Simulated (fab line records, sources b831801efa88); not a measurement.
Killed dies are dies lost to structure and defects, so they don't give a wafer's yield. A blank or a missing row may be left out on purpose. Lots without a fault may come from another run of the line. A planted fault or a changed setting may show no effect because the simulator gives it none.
fab line records | flow sfq_line
record lots=5 wafers=15 last_day=92
route steps=325 shown M0@36 I0@43
lots that met no fault: from a run of the same line without faults
start_h: hours from the record's first day to the start of the lot's first wafer shown | wait_h: hours since the lot's step before | " the same as in the row above | L1.1+2: a row that stands for several wafers | - no value, or no start given | * or withheld: withheld | < > ~ a bound
route shown NAME@n: a module of which the file shows steps, and the number in the route of the first | usual: mean/standard deviation of fault-free wafers | same: alike in all rows | chamber/n: place in a boat | sites: the reading at each site | _std_site: their standard deviation | _edge_site: outer sites' mean less inner sites' | radius_mm: how far each site lies from the wafer's centre | mask NAME#n: copy n | behind: the tool/chamber that last shaped the wafer | hold: why the lot was held/for how many hours/how that ended | device: the transistor (n, p or np) that didn't switch | end of line: the same wafers' tests at the end of the route | a step without rows: its recipe alone | killed: dies lost to structure and defects at the first sort, not the wafer's yield | map: a wafer's dies, x killed, . not, _ none there
set.NAME: the setting as run; set.NAME@STEP: as run at that earlier step | model.NAME: the simulator's own value behind a step, which no gauge read
lots at some steps of the route; a table a step, a row a wafer
services: from which hour (start_h, from the record's first day; less than 0 if before it) a tool's chamber was out of use, for how many hours, and why
## steps
# step SFQ_TRILAYER_M0_LITHO_PEB_024
# recipe peb_temp_c=115 peb_time_s=60 resist=KrF
# step SFQ_TRILAYER_M0_LITHO_DEVELOP_023
# recipe time_s=60 resist=KrF
# step SFQ_M0_OVL_MEAS_906
# usual M0_OVL=0/5.5
# columns lot.wafer tool chamber start_h wait_h M0_OVL[nm]
L306.2 overlay-01 - 286.00 0.1 -2
L306.5 " - " " -12
L306.6 " - " " -5
L314.1 overlay-02 - 359.79 0.1 3
L314.4 " - " " -2
L314.6 " - " " 6
L318.1 overlay-01 - 394.71 0.1 8
L318.4 " - " " -4
L318.6 " - " " -2
L321.3 overlay-01 - 416.32 0.1 0
L321.4 " - " " 2
L321.6 " - " " 0
L327.3 overlay-02 - 485.11 0.1 -3
L327.4 " - " " 6
L327.5 " - " " 0
# step SFQ_TRILAYER_M0_BARC_OPEN_METAL_ETCH_031
# recipe mask_material=PR chemistry=O2 target_depth_nm=125 target=BARC icp_w=600 bias_w=80 pressure_mtorr=10 time_s=41.7
# usual chamber_pressure_mTorr=10.000/0.0092 drypump_motor_current_A=5.7/0.42 oes_product_au=0.685/0.0044
# columns lot.wafer tool chamber start_h wait_h chamber_pressure_mTorr drypump_motor_current_A oes_product_au rf_hours_counter_h
L306.2 rie_metal-02 0 286.03 0.0 10.000 5.5 0.684 80
L306.5 " 1 " " 9.991 6.3 0.681 -
L306.6 " 0 " " 9.992 5.5 0.680 -
L314.1 rie_metal-02 1 359.82 0.0 10.005 6.3 0.689 121
L314.4 " 0 " " 10.008 5.5 0.687 -
L314.6 " 1 " " 10.006 6.3 0.684 -
L318.1 rie_metal-02 1 394.75 0.0 9.998 6.3 0.681 124
L318.4 " 1 " " 9.999 6.3 0.685 -
L318.6 " 1 " " 10.007 6.3 0.684 -
L321.3 rie_metal-03 1 416.37 0.0 10.009 5.1 0.683 -
L321.4 " 0 " " 10.014 6.0 0.692 -
L321.6 " 1 " " 10.002 5.2 0.681 -
L327.3 rie_metal-02 0 485.15 0.0 9.996 5.5 0.681 -
L327.4 " 1 " " 9.993 6.3 0.683 -
L327.5 " 0 " " 10.009 5.6 0.688 -
# step SFQ_TRILAYER_M0_ETCH_METAL_ETCH_024
# recipe target=Nb stop_on=SiO2 mask_material=PR chemistry=Cl2/Ar target_depth_nm=240 icp_w=600 bias_w=80 pressure_mtorr=10 time_s=120
# usual chamber_pressure_mTorr=10.000/0.0095 drypump_motor_current_A=5.7/0.42 oes_product_au=0.894/0.0065
# columns lot.wafer tool chamber start_h wait_h chamber_pressure_mTorr drypump_motor_current_A oes_product_au rf_hours_counter_h
L306.2 rie_metal-02 0 286.09 0.0 10.007 5.5 0.899 80
L306.5 " 1 " " 9.991 6.3 0.896 -
L306.6 " 0 " " 10.007 5.5 0.890 -
L314.1 rie_metal-02 1 359.88 0.0 10.013 6.3 0.891 121
L314.4 " 0 " " 9.996 5.5 0.894 -
L314.6 " 1 " " 10.006 6.3 0.896 -
L318.1 rie_metal-02 1 394.81 0.0 10.006 6.3 0.898 124
L318.4 " 1 " " 9.999 6.3 0.888 -
L318.6 " 1 " " 9.998 6.3 0.887 -
L321.3 rie_metal-03 1 416.45 0.1 9.994 5.2 0.895 -
L321.4 " 0 " " 9.999 5.9 0.896 -
L321.6 " 1 " " 10.012 5.2 0.887 -
L327.3 rie_metal-02 0 485.23 0.1 10.010 5.5 0.884 -
L327.4 " 1 " " 10.015 6.3 0.886 -
L327.5 " 0 " " 10.003 5.5 0.900 -
# step SFQ_TRILAYER_M0_STRIP_STRIP_025
# recipe gas=O2 power_w=200 platen_temp_c=40 overash_fraction=0.65 chemistry=O2 pressure_mtorr=50
# step SFQ_TRILAYER_M0_STRIP_SOLV_CLEAN_026
# recipe chemistry=NMP temp_c=70 time_s=600
# step SFQ_TRILAYER_I0_DEP_PECVD_027
# recipe material=SiO2 temp_c=150 time_s=111.11 pressure_torr=2.4 rf_w=183.3 precursor=SiH4/N2O target_thk_nm=500
# step SFQ_TRILAYER_I0_CMP_CMP_028
# recipe material=SiO2 down_force_psi=3 platen_rpm=60 pad_velocity_m_s=0.94248
# usual head_pressure_psi=3.000/0.0066 motor_current_A=10.3/0.69 time_to_endpoint_s=208/7.5
# columns lot.wafer tool chamber start_h wait_h head_pressure_psi motor_current_A time_to_endpoint_s
L306.2 cmp-01 2 292.65 5.6 2.995 11.7 225
L306.6 " 2 294.65 7.6 2.998 11.4 226
L306.5 " 3 " " 3.002 9.7 216
L314.4 cmp-01 1 361.07 0.0 3.006 10.5 218
L314.1 " 0 362.57 1.5 3.007 10.2 211
L314.6 " 1 " " 2.997 10.1 207
L318.4 cmp-02 0 396.46 0.5 2.983 10.1 199
L318.1 " 1 " " 2.989 9.8 196
L318.6 " 3 397.96 2.0 2.995 11.0 201
L321.3 cmp-01 1 417.40 0.0 3.005 10.6 202
L321.4 " 2 " " 3.003 10.4 208
L321.6 " 2 419.90 2.5 2.995 11.7 218
L327.3 cmp-01 0 492.75 6.6 3.004 9.7 202
L327.4 " 2 493.75 7.6 3.006 11.4 211
L327.5 " 0 494.75 8.6 3.009 10.3 205
# step SFQ_I0_BOW_MEAS_907
# recipe mode=bow
# usual I0_BOW=1/6.5
# columns lot.wafer tool chamber start_h wait_h I0_BOW[um]
L306.2 film_metro-01 - 295.67 2.5 9
L306.5 " - " " -6
L306.6 " - " " -5
L314.1 film_metro-04 - 364.07 1.0 0
L314.4 " - " " -1
L314.6 " - " " -10
L318.1 film_metro-02 - 398.96 1.5 1
L318.4 " - " " -5
L318.6 " - " " -5
L321.3 film_metro-04 - 420.44 2.5 1
L321.4 " - " " 2
L321.6 " - " " -6
L327.3 film_metro-04 - 495.29 2.0 4
L327.4 " - " " 12
L327.5 " - " " 6
# step SFQ_TRILAYER_I0_METRO_MEASURE_029
# usual thk_nm=199.2/1
# columns lot.wafer tool chamber start_h wait_h thk_nm
L306.2 film_metro-01 - 295.97 0.3 199.6
L306.5 " - " " 198.4
L306.6 " - " " 199.9
L314.1 film_metro-04 - 364.19 0.1 198.6
L314.4 " - " " 197.7
L314.6 " - " " 196.8
L318.1 film_metro-02 - 399.08 0.1 198.7
L318.4 " - " " 198.1
L318.6 " - " " 199.3
L321.3 film_metro-04 - 420.92 0.5 200.2
L321.4 " - " " 201.5
L321.6 " - " " 202.9
L327.3 film_metro-04 - 495.77 0.5 199.8
L327.4 " - " " 200.9
L327.5 " - " " 200.2
# step SFQ_TRILAYER_I0_VIA_LITHO_COAT_036
# recipe resist=BARC spin_rpm=3000 resist_thk_nm=62
# step SFQ_TRILAYER_I0_VIA_LITHO_COAT_031
# recipe resist=KrF spin_rpm=3000 resist_thk_nm=650
# columns lot.wafer tool chamber start_h wait_h model.KrF_of_TRILAYER_I0_VIA_LITHO_COAT_031.thk_nm
L306.2 litho_track-01 0 297.32 0.2 649.9
L306.5 " 0 " " 648.5
L306.6 " 0 " " 649.7
L314.1 litho_track-02 0 365.69 0.2 647.5
L314.4 " 0 " " 649
L314.6 " 0 " " 648.3
L318.1 litho_track-04 0 400.58 0.2 648.7
L318.4 " 0 " " 650.3
L318.6 " 0 " " 650.8
L321.3 litho_track-02 0 422.12 0.2 648.9
L321.4 " 0 " " 822.9
L321.6 " 0 " " 648.4
L327.3 litho_track-01 0 496.97 0.2 649.8
L327.4 " 0 " " 650.3
L327.5 " 0 " " 649.4
# step SFQ_TRILAYER_I0_VIA_LITHO_SOFTBAKE_035
# recipe temp_c=withheld time_s=withheld resist=KrF
# step SFQ_TRILAYER_I0_VIA_LITHO_EXPOSE_032
# recipe mask_id=I0 na=0.6 source_shape=conventional sigma_outer=0.65 target_cd_nm=500 dose_mj=21.3
# step SFQ_TRILAYER_I0_VIA_LITHO_PEB_034
# recipe peb_temp_c=115 peb_time_s=60 resist=KrF
# step SFQ_TRILAYER_I0_VIA_LITHO_DEVELOP_033
# recipe time_s=60 resist=KrF
# step SFQ_I0_OVL_MEAS_908
# usual I0_OVL=-1/5
# columns lot.wafer tool chamber start_h wait_h I0_OVL[nm]
L306.2 overlay-01 - 309.59 0.1 -2
L306.5 " - " " 1
L306.6 " - " " 4
L314.1 overlay-02 - 367.76 0.1 6
L314.4 " - " " 1
L314.6 " - " " -9
L318.1 overlay-01 - 403.41 0.1 5
L318.4 " - " " -1
L318.6 " - " " 2
L321.3 overlay-02 - 423.98 0.1 -15
L321.4 " - " " -9
L321.6 " - " " -6
L327.3 overlay-02 - 650.17 0.1 -4
L327.4 " - " " -2
L327.5 " - " " 0
# step SFQ_TRILAYER_I0_VIA_BARC_OPEN_VIA_ETCH_046
# recipe mask_material=PR chemistry=O2 target_depth_nm=125 target=BARC source_w=500 bias_w=80 pressure_mtorr=30 time_s=41.7
# usual chamber_pressure_mTorr=29.998/0.025 drypump_motor_current_A=5.7/0.35 oes_product_au=0.685/0.0044
# columns lot.wafer tool chamber start_h wait_h chamber_pressure_mTorr drypump_motor_current_A oes_product_au rf_hours_counter_h model.I0.cd_nm
L306.2 rie_diel-04 3 309.62 0.0 30.003 5.6 0.682 133 502.5
L306.5 " 3 " " 29.972 5.7 0.696 - 502
L306.6 " 2 " " 30.007 5.5 0.687 - 500.6
L314.1 rie_diel-02 3 367.80 0.0 29.980 6.2 0.684 13 499.2
L314.4 " 1 " " 29.970 5.3 0.682 55 500.1
L314.6 " 1 " " 30.046 5.3 0.681 - 500.4
L318.1 rie_diel-04 3 403.45 0.0 29.999 5.6 0.682 1 500.3
L318.4 " 2 " " 29.971 5.4 0.683 3 499.4
L318.6 " 3 " " 29.988 5.6 0.690 - 499.5
L321.3 rie_diel-04 3 424.01 0.0 30.027 5.6 0.693 1 501.6
L321.4 " 1 " " 30.025 5.2 0.684 2 495.7
L321.6 " 0 " " 30.005 5.8 0.682 - 501.7
L327.3 rie_diel-04 0 650.19 0.0 29.973 5.8 0.682 3 501
L327.4 " 1 " " 29.991 5.2 0.678 5 502.5
L327.5 " 3 " " 29.976 5.7 0.694 - 501.1
# step SFQ_TRILAYER_I0_VIA_ETCH_VIA_ETCH_034
# recipe target=SiO2 stop_on=Nb mask_material=PR taper_deg=20 chemistry=CHF3 target_depth_nm=260 source_w=500 bias_w=80 pressure_mtorr=30 time_s=withheld
# usual chamber_pressure_mTorr=29.996/0.027 drypump_motor_current_A=5.7/0.35 oes_product_au=0.853/0.005
# columns lot.wafer tool chamber start_h wait_h chamber_pressure_mTorr drypump_motor_current_A oes_product_au model.KrF_of_TRILAYER_I0_VIA_LITHO_COAT_031.thk_nm model.I0.cd_nm
L306.2 rie_diel-04 3 309.66 0.0 29.990 5.7 0.849 523.5 502.9
L306.5 " 3 " " 30.045 5.6 0.845 522.9 502.4
L306.6 " 2 " " 29.984 5.5 0.857 526.6 498.9
L314.1 rie_diel-02 3 367.84 0.0 29.993 6.2 0.856 529.1 500.6
L314.4 " 1 " " 30.006 5.3 0.845 525.3 500.8
L314.6 " 1 " " 29.977 5.3 0.852 524.1 500.7
L318.1 rie_diel-04 3 403.49 0.0 30.026 5.6 0.844 525.5 499.7
L318.4 " 2 " " 29.987 5.4 0.852 526.8 499.7
L318.6 " 3 " " 30.024 5.6 0.856 526.9 500.1
L321.3 rie_diel-04 3 424.05 0.0 29.976 5.6 0.852 527.7 502.7
L321.4 " 1 " " 29.936 5.2 0.860 700.9 500.3
L321.6 " 0 " " 30.032 5.8 0.862 526.2 503.7
L327.3 rie_diel-04 0 650.23 0.0 29.960 5.8 0.851 528 501.3
L327.4 " 1 " " 30.006 5.2 0.858 531.4 505.9
L327.5 " 3 " " 29.992 5.7 0.854 527.3 500.9
# step SFQ_TRILAYER_I0_VIA_STRIP_STRIP_035
# recipe gas=O2 power_w=200 platen_temp_c=40 overash_fraction=0.65 chemistry=O2 pressure_mtorr=50
# usual chamber_pressure_mTorr=50.00/0.055 drypump_motor_current_A=5.7/0.36 oes_product_au=1.003/0.012
# columns lot.wafer tool chamber start_h wait_h chamber_pressure_mTorr drypump_motor_current_A oes_product_au rf_hours_counter_h
L306.2 rie_metal-02 1 309.78 - 49.84 6.3 1.006 112
L306.5 " 1 " " 50.01 6.3 1.000 -
L306.6 " 0 " " 50.03 5.5 0.991 -
L314.1 rie_metal-02 0 367.95 - 50.02 5.5 1.013 94
L314.4 " 1 " " 50.02 6.3 1.001 -
L314.6 " 1 " " 50.04 6.3 0.996 -
L318.1 rie_metal-02 0 403.60 - 49.95 5.5 1.006 97
L318.4 " 1 " " 49.89 6.3 1.011 -
L318.6 " 0 " " 50.02 5.6 1.023 -
L321.3 rie_metal-04 1 424.36 - 50.04 5.5 1.012 -
L321.4 " 0 " " 50.02 5.4 1.026 -
L321.6 " 0 " " 50.00 5.4 1.010 -
L327.3 rie_metal-04 0 650.55 - 50.00 5.4 1.008 -
L327.4 " 1 " " 49.96 5.5 1.002 -
L327.5 " 0 " " 49.95 5.4 1.003 -
## services
# columns tool chamber start_h hours kind
film_metro-04 - 291.48 14.5 repair
rie_diel-04 3 300.07 6.0 repair
cmp-01 - 305.50 0.6 repair
rie_diel-04 1 305.75 8.1 repair
cmp-01 - 319.52 0.4 repair
rie_diel-04 1 344.47 1.2 repair
film_metro-04 - 356.32 0.3 pm
rie_diel-04 3 369.14 6.3 repair
rie_metal-02 1 399.90 3.4 repair
rie_metal-02 - 442.12 2.4 repair
cmp-01 - 447.70 8.1 repair
rie_diel-04 - 447.70 0.8 repair
film_metro-04 - 451.67 2.3 pm
cmp-01 - 480.37 8.9 pm
rie_metal-02 - 485.92 2.8 pm
film_metro-04 - 499.63 0.3 pm
cmp-01 - 513.08 0.3 repair
film_metro-04 - 531.68 20.6 pm
cmp-01 - 556.35 1.0 repair
film_metro-04 - 556.90 3.2 repair
cmp-01 - 573.49 4.0 pm
rie_diel-04 - 574.52 0.8 repair
cmp-01 - 605.47 0.3 repair
rie_metal-02 - 635.69 0.6 repair
## key
first_sign none at tools or gauges
model_effect step=SFQ_TRILAYER_I0_VIA_LITHO_COAT_031 value=KrF_of_TRILAYER_I0_VIA_LITHO_COAT_031.thk_nm without=646.2 struck=822.9
model_effect step=SFQ_TRILAYER_I0_VIA_BARC_OPEN_VIA_ETCH_046 value=I0.cd_nm without=501.9 struck=495.7
model_effect step=SFQ_TRILAYER_I0_VIA_ETCH_VIA_ETCH_034 value=KrF_of_TRILAYER_I0_VIA_LITHO_COAT_031.thk_nm without=524.3 struck=700.9
met_at SFQ_TRILAYER_I0_VIA_LITHO_COAT_031
struck_wafers L321.4
onset_between 365.69 422.12
fault kind=process_parameter_drift tool=litho_track-02 chamber=- onset_h=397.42 steps=SFQ_TRILAYER_I0_VIA_LITHO_COAT_031 channel=resist_thk_nm offset=177.69 shape=step end_h=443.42 scope=struck_wafers_only acts_in=these_recipes_only stated=650
